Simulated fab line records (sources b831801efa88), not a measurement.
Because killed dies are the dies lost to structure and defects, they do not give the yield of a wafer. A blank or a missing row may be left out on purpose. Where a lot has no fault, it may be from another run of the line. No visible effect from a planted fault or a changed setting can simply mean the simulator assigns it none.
fab line records + flow sky130 + part 2 of 2: steps 30 to 39 of 39
record:
- lots: 5
- wafers: 15
- last_day: 49
route steps=708 shown METAL2@505 VIA2@507 METAL3@532 CAPM@537
lots untouched by any fault: they come from a run of this same line in which no faults occurred
start_h: the number of hours between the record's first day and the start of the first shown wafer of the lot + wait_h: hours elapsed since this lot's preceding step + " unchanged from the row above + L1.1+2: one row covering several wafers at once + - no value, or no start given + * or withheld: withheld + < > ~ a bound
route shown NAME@n: names a module that has steps shown in the file, with the first one's number in the route + usual: the fault-free wafers' mean and standard deviation + same: alike in all rows + chamber/n: place in a boat + sites: per-site readings + _std_site: the values' standard deviation + _edge_site: outer sites' mean less inner sites' + radius_mm: for every site, how far away it sits from the centre of the wafer + mask NAME#n: copy n + behind: tool/chamber where the wafer was last shaped + hold: why the lot went on hold/how many hours it stayed there/how the hold came to an end + device: the transistor (n, p or np) that didn't switch + end of line: the tests these same wafers got at the end of their route + a step without rows: its recipe alone + killed: count of dies lost to structure and defects at first sort (not the wafer's yield) + map: a wafer's dies, x killed, . not, _ none there
set.NAME: setting as actually run; set.NAME@STEP: the setting as run at that earlier step + model.NAME: the simulator's own value behind a step, which no gauge read
lots at selected steps of the route; one table per step, one row per wafer
services: a tool's chamber out of use, with start hour (start_h, from the record's first day; less than 0 if before it), hours out, and reason
== steps ==
step: SKY_METAL3_SPUTTER_02
recipe:
- material: AlCu
- target_thk_nm: 735
- power_w: 10600
- time_s: 39.1
- chamber_pressure_pa: 0.4
usual:
- chamber_pressure_pa: 0.4000/0.0008
- throttle_valve_pct: 29.6/1.1
| lot.wafer | tool           | chamber | start_h | wait_h | chamber_pressure_pa | throttle_valve_pct |
|-----------|----------------|---------|---------|--------|---------------------|--------------------|
| L074.1    | pvd_sputter-03 | -       | 847.14  | 0.0    | 0.4000              | 29.2               |
| L074.3    | "              | -       | "       | "      | 0.4005              | 28.6               |
| L074.6    | "              | -       | "       | "      | 0.4005              | 32.1               |
| L075.2    | pvd_sputter-01 | -       | 861.54  | 0.0    | 0.3999              | 30.4               |
| L075.3    | "              | -       | "       | "      | 0.4005              | 28.3               |
| L075.5    | "              | -       | "       | "      | 0.4003              | 30.4               |
| L076.1    | pvd_sputter-01 | -       | 868.03  | 0.0    | 0.3998              | 30.3               |
| L076.2    | "              | -       | "       | "      | 0.3997              | 30.3               |
| L076.6    | "              | -       | "       | "      | 0.4006              | 30.4               |
| L089.1    | pvd_sputter-02 | -       | 964.63  | 0.0    | 0.4010              | 29.9               |
| L089.2    | "              | -       | "       | "      | 0.4005              | 29.0               |
| L089.4    | "              | -       | "       | "      | 0.4010              | 29.9               |
| L091.1    | pvd_sputter-03 | -       | 974.58  | 0.0    | 0.4000              | 29.0               |
| L091.4    | "              | -       | "       | "      | 0.3996              | 28.8               |
| L091.5    | "              | -       | "       | "      | 0.3998              | 28.5               |
step: SKY_METAL3_SPUTTER_03
recipe:
- material: Ti
- target_thk_nm: 5
- power_w: 3000
- time_s: 3.3
- chamber_pressure_pa: 0.4
usual:
- chamber_pressure_pa: 0.4001/0.00076
- throttle_valve_pct: 29.6/1.1
| lot.wafer | tool           | chamber | start_h | wait_h | chamber_pressure_pa | throttle_valve_pct |
|-----------|----------------|---------|---------|--------|---------------------|--------------------|
| L074.1    | pvd_sputter-03 | -       | 847.18  | 0.0    | 0.4006              | 29.2               |
| L074.3    | "              | -       | "       | "      | 0.3999              | 28.6               |
| L074.6    | "              | -       | "       | "      | 0.3988              | 31.9               |
| L075.2    | pvd_sputter-01 | -       | 861.58  | 0.0    | 0.3991              | 30.4               |
| L075.3    | "              | -       | "       | "      | 0.3990              | 27.9               |
| L075.5    | "              | -       | "       | "      | 0.3990              | 30.4               |
| L076.1    | pvd_sputter-01 | -       | 868.07  | 0.0    | 0.4004              | 30.4               |
| L076.2    | "              | -       | "       | "      | 0.3999              | 30.4               |
| L076.6    | "              | -       | "       | "      | 0.3998              | 30.5               |
| L089.1    | pvd_sputter-02 | -       | 964.67  | 0.0    | 0.3994              | 29.8               |
| L089.2    | "              | -       | "       | "      | 0.3997              | 28.7               |
| L089.4    | "              | -       | "       | "      | 0.3998              | 30.2               |
| L091.1    | pvd_sputter-03 | -       | 974.61  | 0.0    | 0.3997              | 29.1               |
| L091.4    | "              | -       | "       | "      | 0.4004              | 28.8               |
| L091.5    | "              | -       | "       | "      | 0.4005              | 28.4               |
step: SKY_METAL3_SPUTTER_04
recipe:
- material: TiN
- target_thk_nm: 70
- power_w: 6500
- time_s: 58.3
- chamber_pressure_pa: 0.4
usual:
- chamber_pressure_pa: 0.3999/0.00066
- throttle_valve_pct: 29.6/1.1
| lot.wafer | tool           | chamber | start_h | wait_h | chamber_pressure_pa | throttle_valve_pct |
|-----------|----------------|---------|---------|--------|---------------------|--------------------|
| L074.1    | pvd_sputter-03 | -       | 847.20  | 0.0    | 0.3989              | 28.9               |
| L074.3    | "              | -       | "       | "      | 0.3993              | 28.4               |
| L074.6    | "              | -       | "       | "      | 0.4003              | 31.7               |
| L075.2    | pvd_sputter-01 | -       | 861.60  | 0.0    | 0.4009              | 30.1               |
| L075.3    | "              | -       | "       | "      | 0.3996              | 28.2               |
| L075.5    | "              | -       | "       | "      | 0.4005              | 30.3               |
| L076.1    | pvd_sputter-01 | -       | 868.09  | 0.0    | 0.4000              | 30.5               |
| L076.2    | "              | -       | "       | "      | 0.3996              | 30.4               |
| L076.6    | "              | -       | "       | "      | 0.4000              | 30.4               |
| L089.1    | pvd_sputter-02 | -       | 964.69  | 0.0    | 0.3989              | 29.8               |
| L089.2    | "              | -       | "       | "      | 0.3992              | 28.8               |
| L089.4    | "              | -       | "       | "      | 0.3995              | 30.3               |
| L091.1    | pvd_sputter-03 | -       | 974.63  | 0.0    | 0.4012              | 29.1               |
| L091.4    | "              | -       | "       | "      | 0.4006              | 29.0               |
| L091.5    | "              | -       | "       | "      | 0.3990              | 28.5               |
step: SKY_CAPM_CVD_00
recipe:
- material: SiO2
- target_thk_nm: 15.5
- temp_c: 400
- time_s: withheld
- rf_w: 450
usual:
- heater_power_w: 720/80
| lot.wafer | tool     | chamber | start_h | wait_h | heater_power_w |
|-----------|----------|---------|---------|--------|----------------|
| L074.1    | pecvd-03 | 1       | 847.25  | 0.0    | 806            |
| L074.3    | "        | 0       | "       | "      | 686            |
| L074.6    | "        | 2       | "       | "      | 752            |
| L075.2    | pecvd-03 | 2       | 861.65  | 0.0    | 866            |
| L075.3    | "        | 1       | "       | "      | 670            |
| L075.5    | "        | 2       | "       | "      | 874            |
| L076.1    | pecvd-04 | 1       | 868.14  | 0.0    | 606            |
| L076.2    | "        | 0       | "       | "      | 822            |
| L076.6    | "        | 1       | "       | "      | 611            |
| L089.1    | pecvd-04 | 0       | 964.74  | 0.0    | 793            |
| L089.2    | "        | 1       | "       | "      | 655            |
| L089.4    | "        | 0       | "       | "      | 813            |
| L091.1    | pecvd-01 | 1       | 974.68  | 0.0    | 812            |
| L091.4    | "        | 1       | "       | "      | 798            |
| L091.5    | "        | 2       | "       | "      | 741            |
step: SKY_CAPM_THK_MEAS_01
recipe:
- reads: SiO2_of_CAPM_CVD_00
usual:
- CAPM_CVD_00_THK: 15.57/0.2
| lot.wafer | tool          | chamber | start_h | wait_h | CAPM_CVD_00_THK[nm] |
|-----------|---------------|---------|---------|--------|---------------------|
| L074.1    | film_metro-03 | -       | 847.27  | -      | 15.64               |
| L074.3    | "             | -       | "       | "      | 15.64               |
| L074.6    | "             | -       | "       | "      | 16.01               |
| L075.2    | film_metro-02 | -       | 861.68  | -      | 15.85               |
| L075.3    | "             | -       | "       | "      | 15.58               |
| L075.5    | "             | -       | "       | "      | 15.81               |
| L076.1    | film_metro-01 | -       | 868.16  | -      | 15.77               |
| L076.2    | "             | -       | "       | "      | 15.20               |
| L076.6    | "             | -       | "       | "      | 15.80               |
| L089.1    | film_metro-02 | -       | 964.76  | -      | 15.14               |
| L089.2    | "             | -       | "       | "      | 15.40               |
| L089.4    | "             | -       | "       | "      | 15.44               |
| L091.1    | film_metro-01 | -       | 974.71  | -      | 15.46               |
| L091.4    | "             | -       | "       | "      | 15.60               |
| L091.5    | "             | -       | "       | "      | 15.50               |
step: SKY_CAPM_SPUTTER_02
recipe:
- material: TiN
- target_thk_nm: 200
- temp_c: 300
- power_w: 6500
- time_s: 166.7
- chamber_pressure_pa: 0.4
usual:
- chamber_pressure_pa: 0.4000/0.00082
- throttle_valve_pct: 29.9/1.1
| lot.wafer | tool           | chamber | start_h | wait_h | chamber_pressure_pa | throttle_valve_pct |
|-----------|----------------|---------|---------|--------|---------------------|--------------------|
| L074.1    | pvd_sputter-04 | -       | 847.33  | 0.1    | 0.4012              | 29.9               |
| L074.3    | "              | -       | "       | "      | 0.4000              | 29.8               |
| L074.6    | "              | -       | "       | "      | 0.4002              | 29.6               |
| L075.2    | pvd_sputter-04 | -       | 861.73  | 0.0    | 0.3994              | 29.5               |
| L075.3    | "              | -       | "       | "      | 0.3990              | 29.9               |
| L075.5    | "              | -       | "       | "      | 0.4010              | 29.5               |
| L076.1    | pvd_sputter-03 | -       | 868.22  | 0.1    | 0.3999              | 29.2               |
| L076.2    | "              | -       | "       | "      | 0.3975              | 28.9               |
| L076.6    | "              | -       | "       | "      | 0.4004              | 32.0               |
| L089.1    | pvd_sputter-04 | -       | 964.82  | 0.1    | 0.3997              | 29.9               |
| L089.2    | "              | -       | "       | "      | 0.4007              | 31.8               |
| L089.4    | "              | -       | "       | "      | 0.3991              | 29.7               |
| L091.1    | pvd_sputter-04 | -       | 974.77  | 0.1    | 0.4012              | 30.0               |
| L091.4    | "              | -       | "       | "      | 0.3994              | 29.5               |
| L091.5    | "              | -       | "       | "      | 0.3995              | 31.6               |
step: SKY_CAPM_RS_MEAS_03
recipe:
- thk_meas_gauge: four-point-probe
- reads: TiN_of_CAPM_SPUTTER_02
usual:
- CAPM_TIN_RS: 6.90/0.1
| lot.wafer | tool          | chamber | start_h | wait_h | CAPM_TIN_RS[ohm/sq] |
|-----------|---------------|---------|---------|--------|---------------------|
| L074.1    | film_metro-02 | -       | 847.44  | 0.1    | 6.92                |
| L074.3    | "             | -       | "       | "      | 6.82                |
| L074.6    | "             | -       | "       | "      | 6.88                |
| L075.2    | film_metro-03 | -       | 861.86  | 0.1    | 6.92                |
| L075.3    | "             | -       | "       | "      | 6.92                |
| L075.5    | "             | -       | "       | "      | 6.93                |
| L076.1    | film_metro-03 | -       | 868.33  | 0.1    | 6.78                |
| L076.2    | "             | -       | "       | "      | 6.80                |
| L076.6    | "             | -       | "       | "      | 6.77                |
| L089.1    | film_metro-02 | -       | 964.93  | 0.1    | 6.96                |
| L089.2    | "             | -       | "       | "      | 6.78                |
| L089.4    | "             | -       | "       | "      | 6.92                |
| L091.1    | film_metro-02 | -       | 974.88  | 0.1    | 6.89                |
| L091.4    | "             | -       | "       | "      | 6.92                |
| L091.5    | "             | -       | "       | "      | 6.71                |
step: SKY_CAPM_THK_MEAS_04
recipe:
- thk_meas_gauge: xrf
- reads: TiN_of_CAPM_SPUTTER_02
usual:
- CAPM_TIN_THK: 200/3
| lot.wafer | tool          | chamber | start_h | wait_h | CAPM_TIN_THK[nm] |
|-----------|---------------|---------|---------|--------|------------------|
| L074.1    | film_metro-02 | -       | 847.56  | 0.1    | 197              |
| L074.3    | "             | -       | "       | "      | 200              |
| L074.6    | "             | -       | "       | "      | 199              |
| L075.2    | film_metro-03 | -       | 861.97  | 0.1    | 200              |
| L075.3    | "             | -       | "       | "      | 201              |
| L075.5    | "             | -       | "       | "      | 201              |
| L076.1    | film_metro-03 | -       | 868.45  | 0.1    | 203              |
| L076.2    | "             | -       | "       | "      | 203              |
| L076.6    | "             | -       | "       | "      | 203              |
| L089.1    | film_metro-02 | -       | 965.05  | 0.1    | 197              |
| L089.2    | "             | -       | "       | "      | 202              |
| L089.4    | "             | -       | "       | "      | 198              |
| L091.1    | film_metro-02 | -       | 975.00  | 0.1    | 199              |
| L091.4    | "             | -       | "       | "      | 199              |
| L091.5    | "             | -       | "       | "      | 205              |
step: SKY_CAPM_DEHYDRATE_05
recipe:
- temp_c: 200
- time_s: 60
| lot.wafer  | tool           | chamber | start_h | wait_h |
|------------|----------------|---------|---------|--------|
| L074.1+3+6 | litho_track-02 | 0       | 860.28  | 12.7   |
| L075.2+3+5 | litho_track-01 | 0       | 874.43  | 12.5   |
| L076.1+2+6 | litho_track-02 | 0       | 880.18  | 11.7   |
| L089.1+2+4 | litho_track-02 | 0       | 976.98  | 11.9   |
| L091.1+4+5 | litho_track-04 | 0       | 986.56  | 11.5   |
step: SKY_CAPM_HMDS_06
recipe:
- prime_time_s: 60
- prime_temp_c: 120
| lot.wafer  | tool           | chamber | start_h | wait_h |
|------------|----------------|---------|---------|--------|
| L074.1+3+6 | litho_track-02 | 0       | 860.43  | 0.1    |
| L075.2+3+5 | litho_track-01 | 0       | 874.58  | 0.1    |
| L076.1+2+6 | litho_track-02 | 0       | 880.33  | 0.1    |
| L089.1+2+4 | litho_track-02 | 0       | 977.13  | 0.1    |
| L091.1+4+5 | litho_track-04 | 0       | 986.71  | 0.1    |
== services ==
| tool           | chamber | start_h | hours | kind   |
|----------------|---------|---------|-------|--------|
| cmp-01         | -       | 826.16  | 7.2   | pm     |
| krf_scanner-01 | -       | 831.41  | 1.0   | pm     |
| pvd_sputter-01 | -       | 836.52  | 16.7  | repair |
| pvd_sputter-04 | -       | 857.26  | 1.2   | repair |
| pvd_sputter-02 | -       | 860.26  | 2.4   | repair |
| hdpcvd-01      | 1       | 860.31  | 10.5  | repair |
| krf_scanner-01 | -       | 873.17  | 0.6   | repair |
| rie_diel-01    | 1       | 879.58  | 9.8   | repair |
| krf_scanner-01 | -       | 890.87  | 1.3   | pm     |
| cmp-02         | -       | 897.99  | 7.2   | pm     |
| rie_diel-01    | 3       | 901.83  | 6.0   | repair |
| cvd_w-01       | -       | 904.00  | 14.0  | pm     |
| krf_scanner-01 | -       | 904.79  | 0.8   | pm     |
| hdpcvd-01      | -       | 908.54  | 0.8   | repair |
| rie_diel-01    | 3       | 911.02  | 10.0  | repair |
| cmp-02         | -       | 912.15  | 2.3   | repair |
| cmp-02         | -       | 914.48  | 4.0   | pm     |
| krf_scanner-01 | -       | 926.54  | 21.0  | pm     |
| cmp-01         | -       | 928.09  | 1.7   | repair |
| rie_diel-01    | -       | 929.86  | 0.6   | repair |
| rie_diel-03    | 3       | 965.62  | 7.4   | repair |
| cmp-02         | -       | 967.55  | 2.0   | repair |
| rie_diel-01    | 1       | 970.35  | 2.5   | repair |
| pvd_sputter-01 | -       | 973.72  | 3.7   | repair |
